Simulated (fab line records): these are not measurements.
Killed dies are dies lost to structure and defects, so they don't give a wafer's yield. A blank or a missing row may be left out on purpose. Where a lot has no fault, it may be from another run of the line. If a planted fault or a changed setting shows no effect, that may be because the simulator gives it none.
fab line records | flow sky130 | part 2 of 2: steps 22 to 30 of 30
[record] lots = 5 wafers = 15 lastDay = 50
route steps=708 shown METAL4@630 VIA4@639
lots that met no fault: taken from a fault-free run of the same line
startH: start of the lot's first displayed wafer, in hours after the record's first day | waitH: how many hours have passed since the lot's step before this one | " same as the row above | L1.1+2: several wafers, shown together as one row | - no value, or no start given | * or withheld: withheld | < > ~ a bound
route shown NAME@n: NAME is a module with steps in the file, n the number in the route of the first one | usual: the fault-free wafers' mean and standard deviation | same: alike in all rows | chamber/n: place in a boat | sites: per-site readings | _std_site: standard deviation across them | _edge_site: mean of outer sites minus mean of inner sites | radiusMm: for every site, how far away it sits from the centre of the wafer | mask NAME#n: copy n | behind: the last tool/chamber to shape the wafer | hold: what put the lot on hold/how long, in hours/how the hold closed | device: the n, p or np transistor that did not switch | end of line: tests run on the same wafers once the route is complete | step lacking rows: just its recipe | killed: the dies lost at the first sort to structure and to defects; this is not the yield of the wafer | map: per-die view of a wafer (x killed, . not killed, _ where there is no die)
set.NAME: the setting that was run; set.NAME@STEP: the one run at that earlier step | model.NAME: the simulator's own value behind a step, which no gauge read
certain route steps with their lots: each step a table, each wafer a row
services: a tool's chamber out of use, with start hour (startH, from the record's first day; less than 0 if before it), hours out, and reason
[[steps]]
[step SKY_VIA4_ETCH_12]
[recipe] target = SiO2 chemistry = C4F8/O2/Ar stopOn = TiN maskMaterial = NOVOLAK sourceW = 1500 biasW = 1200 pressureMtorr = 40 c4f8FlowSccm = withheld O2_flow_sccm = 6 Ar_flow_sccm = 300 timeS = withheld targetDepthA = 5800
[usual] chamberPressureMTorr = 40.00/0.036 oesProductAu = 0.925/0.0047
// columns lot.wafer tool chamber startH waitH chamberPressureMTorr oesProductAu
L074.4 rieDiel-03 2 1013.84 0.0 39.95 0.918
L074.5 " 3 " " 39.96 0.916
L074.6 " 0 " " 39.96 0.930
L081.1 rieDiel-02 1 1051.38 0.0 39.99 0.927
L081.5 " 0 " " 40.02 0.928
L081.6 " 3 " " 39.99 0.921
L083.1 rieDiel-01 2 1062.44 0.0 40.00 0.927
L083.2 " 1 " " 40.02 0.922
L083.3 " 3 " " 39.98 0.923
L095.1 rieDiel-02 2 1132.63 0.0 40.05 0.925
L095.2 " 1 " " 39.98 0.935
L095.6 " 1 " " 40.04 0.918
L097.1 rieDiel-03 3 1141.05 0.0 39.99 0.930
L097.3 " 2 " " 40.04 0.921
L097.5 " 3 " " 40.07 0.925
[step SKY_VIA4_STRIP_13]
[recipe] chemistry = O2/N2 powerW = 1400 pressureMtorr = 1500 platenTempC = withheld o2FlowSccm = 3000 n2FlowSccm = 300 overashFraction = 0.5
[usual] chamberPressureMTorr = 1499.7/1.4 drypumpMotorCurrentA = 5.56/0.3 oesProductAu = 0.709/0.0042 stripTimeToEndpointS = 12.80/0.031
// columns lot.wafer tool chamber startH waitH chamberPressureMTorr drypumpMotorCurrentA oesProductAu rfHoursCounterH stripTimeToEndpointS
L074.4 plasmaAsher-01 0 1013.95 - 1497.9 5.32 0.718 - 12.85
L074.5 " 1 " " 1500.2 5.85 0.705 - 12.85
L074.6 " 0 " " 1500.2 5.34 0.705 - 12.92
L081.1 plasmaAsher-01 0 1051.45 - 1501.0 5.33 0.715 60 12.82
L081.5 " 1 " " 1497.0 5.85 0.708 - 12.78
L081.6 " 0 " " 1500.7 5.34 0.711 - 12.79
L083.1 plasmaAsher-01 1 1062.51 - 1496.6 5.80 0.704 61 12.80
L083.2 " 0 " " 1500.1 5.34 0.714 61 12.81
L083.3 " 0 " " 1501.1 5.34 0.716 - 12.77
L095.1 plasmaAsher-03 0 1132.70 - 1499.8 5.38 0.715 8 12.79
L095.2 " 1 " " 1499.0 5.18 0.705 8 12.76
L095.6 " 0 " " 1500.9 5.39 0.711 - 12.79
L097.1 plasmaAsher-03 0 1141.13 - 1499.2 5.40 0.702 9 12.77
L097.3 " 1 " " 1500.4 5.23 0.706 - 12.80
L097.5 " 1 " " 1501.1 5.19 0.709 - 12.81
[step SKY_VIA4_STRIP_14]
[recipe] chemistry = postEtchResidueRemover timeS = 1200 tempC = 72.5
[usual] bathHeatDutyPct = 15.3/1.4
// columns lot.wafer tool chamber startH waitH bathHeatDutyPct
L074.4 wetBench-02 0 1014.01 0.0 14.1
L074.5 " 0 " " 14.2
L074.6 " 0 " " 14.0
L081.1 wetBench-03 1 1051.55 0.1 17.1
L081.5 " 1 " " 17.4
L081.6 " 1 " " 15.5
L083.1 wetBench-03 1 1062.61 0.1 16.2
L083.2 " 1 " " 16.1
L083.3 " 1 " " 16.3
L095.1 wetBench-01 2 1132.85 0.1 12.9
L095.2 " 2 " " 12.2
L095.6 " 2 " " 13.7
L097.1 wetBench-01 1 1141.43 0.3 13.2
L097.3 " 1 " " 12.3
L097.5 " 1 " " 13.3
[step SKY_VIA4_CLEAN_15]
[recipe] chemistry = IPA timeS = 180 tempC = 25
[usual] bathHeatDutyPct = 6.3/0.89
// columns lot.wafer tool chamber startH waitH bathHeatDutyPct
L074.4 wetBench-02 1 1014.36 0.0 7.8
L074.5 " 1 " " 6.7
L074.6 " 1 " " 7.3
L081.1 wetBench-02 2 1051.89 0.0 6.7
L081.5 " 2 " " 6.8
L081.6 " 2 " " 7.1
L083.1 wetBench-01 3 1062.96 0.0 6.3
L083.2 " 3 " " 6.2
L083.3 " 3 " " 6.5
L095.1 wetBench-02 2 1133.19 0.0 7.3
L095.2 " 2 " " 6.1
L095.6 " 2 " " 7.8
L097.1 wetBench-01 0 1141.77 0.0 5.7
L097.3 " 0 " " 5.8
L097.5 " 0 " " 5.6
[step SKY_VIA4_CLEAN_16]
[recipe] chemistry = O3/DIW dry = n2Spin
// columns lot.wafer tool chamber startH waitH
L074.4+5+6 wetBench-01 2 1014.41 0.0
L081.1+5+6 wetBench-01 1 1051.96 0.0
L083.1+2+3 wetBench-02 0 1063.01 0.0
L095.1+2+6 wetBench-01 0 1133.26 0.0
L097.1+3+5 wetBench-01 3 1141.83 0.0
[step SKY_VIA4_SPUTTER_17]
[recipe] material = TiN targetThkNm = 20 chamberPressurePa = 5 powerW = 4000 timeS = 80
[usual] chamberPressurePa = 5.001/0.0097 throttleValvePct = 29.6/0.95
// columns lot.wafer tool chamber startH waitH chamberPressurePa throttleValvePct
L074.4 pvdSputter-01 - 1014.51 0.0 4.995 30.2
L074.5 " - " " 4.998 30.1
L074.6 " - " " 4.997 31.0
L081.1 pvdSputter-02 - 1052.05 0.0 4.964 28.4
L081.5 " - " " 4.995 28.9
L081.6 " - " " 4.996 28.9
L083.1 pvdSputter-01 - 1063.11 0.0 4.994 30.3
L083.2 " - " " 4.987 30.5
L083.3 " - " " 4.998 31.1
L095.1 pvdSputter-02 - 1133.35 0.0 5.002 28.8
L095.2 " - " " 4.993 28.5
L095.6 " - " " 5.006 28.3
L097.1 pvdSputter-02 - 1141.92 0.0 4.995 28.2
L097.3 " - " " 4.993 28.7
L097.5 " - " " 4.992 28.4
[step SKY_VIA4_CVD_18]
[recipe] material = W targetThkNm = 505 timeS = 152.14 tempC = 400 pressureTorr = 40
[usual] chamberPressureTorr = 40.00/0.087 heaterPowerW = 873/100
// columns lot.wafer tool chamber startH waitH chamberPressureTorr heaterPowerW
L074.4 cvdW-02 0 1014.62 0.1 40.02 783
L074.5 " 1 " " 39.84 801
L074.6 " 0 " " 40.07 790
L081.1 cvdW-02 0 1052.11 0.0 39.97 790
L081.5 " 1 " " 40.11 791
L081.6 " 0 " " 39.93 784
L083.1 cvdW-02 0 1063.17 0.0 39.93 787
L083.2 " 1 " " 39.95 798
L083.3 " 0 " " 39.92 779
L095.1 cvdW-01 0 1133.41 0.0 39.94 943
L095.2 " 1 " " 40.13 1030
L095.6 " 1 " " 39.96 1058
L097.1 cvdW-02 0 1141.98 0.0 40.06 823
L097.3 " 1 " " 40.02 792
L097.5 " 0 " " 39.95 782
[step SKY_VIA4_RS_MEAS_19]
[recipe] thkMeasGauge = four-point-probe reads = W_of_VIA4_CVD_18+TiN_of_VIA4_SPUTTER_17
[usual] VIA4_W_RS = 0.2267/0.0023
// columns lot.wafer tool chamber startH waitH VIA4_W_RS[ohm/sq]
L074.4 filmMetro-03 - 1014.78 0.1 0.2260
L074.5 " - " " 0.2257
L074.6 " - " " 0.2231
L081.1 filmMetro-01 - 1052.26 0.1 0.2247
L081.5 " - " " 0.2275
L081.6 " - " " 0.2233
L083.1 filmMetro-01 - 1063.32 0.1 0.2256
L083.2 " - " " 0.2255
L083.3 " - " " 0.2230
L095.1 filmMetro-02 - 1133.56 0.1 0.2264
L095.2 " - " " 0.2294
L095.6 " - " " 0.2309
L097.1 filmMetro-03 - 1142.13 0.1 0.2234
L097.3 " - " " 0.2287
L097.5 " - " " 0.2260
[step SKY_VIA4_THK_MEAS_20]
[recipe] thkMeasGauge = xrf reads = W_of_VIA4_CVD_18
[usual] VIA4_W_THK = 506/7.5
// columns lot.wafer tool chamber startH waitH VIA4_W_THK[nm]
L074.4 filmMetro-03 - 1014.87 0.1 505
L074.5 " - " " 510
L074.6 " - " " 513
L081.1 filmMetro-01 - 1052.38 0.1 514
L081.5 " - " " 508
L081.6 " - " " 516
L083.1 filmMetro-01 - 1063.44 0.1 518
L083.2 " - " " 515
L083.3 " - " " 523
L095.1 filmMetro-02 - 1133.68 0.1 507
L095.2 " - " " 497
L095.6 " - " " 495
L097.1 filmMetro-03 - 1142.25 0.1 511
L097.3 " - " " 500
L097.5 " - " " 508
[[services]]
// columns tool chamber startH hours kind
cvdW-02 - 968.80 0.5 repair
rieDiel-02 0 970.01 13.3 repair
cvdW-02 - 972.38 3.8 pm
pvdSputter-02 - 974.01 4.9 repair
wetBench-02 - 976.54 2.2 repair
ilineStepper-01 - 983.14 8.4 repair
rieMetal-03 1 993.58 17.2 repair
rieDiel-01 1 995.48 9.3 repair
cvdW-02 1 1007.21 4.3 repair
rieDiel-01 2 1015.28 5.0 repair
cvdW-02 - 1035.29 1.2 repair
wetBench-02 - 1039.87 2.8 repair
cmp-01 - 1041.87 1.3 repair
rieMetal-01 - 1045.68 0.2 repair
plasmaAsher-03 - 1055.25 9.0 pm
rieDiel-02 0 1071.73 5.4 repair
ilineStepper-02 - 1078.39 1.7 pm
rieDiel-01 - 1083.40 28.1 pm
cmp-01 - 1084.95 4.0 pm
plasmaAsher-01 - 1108.41 0.9 repair
wetBench-03 - 1119.46 22.7 pm
cvdW-02 - 1128.64 2.0 repair
cmp-01 - 1133.15 7.5 pm
rieDiel-02 1 1135.07 4.1 repair
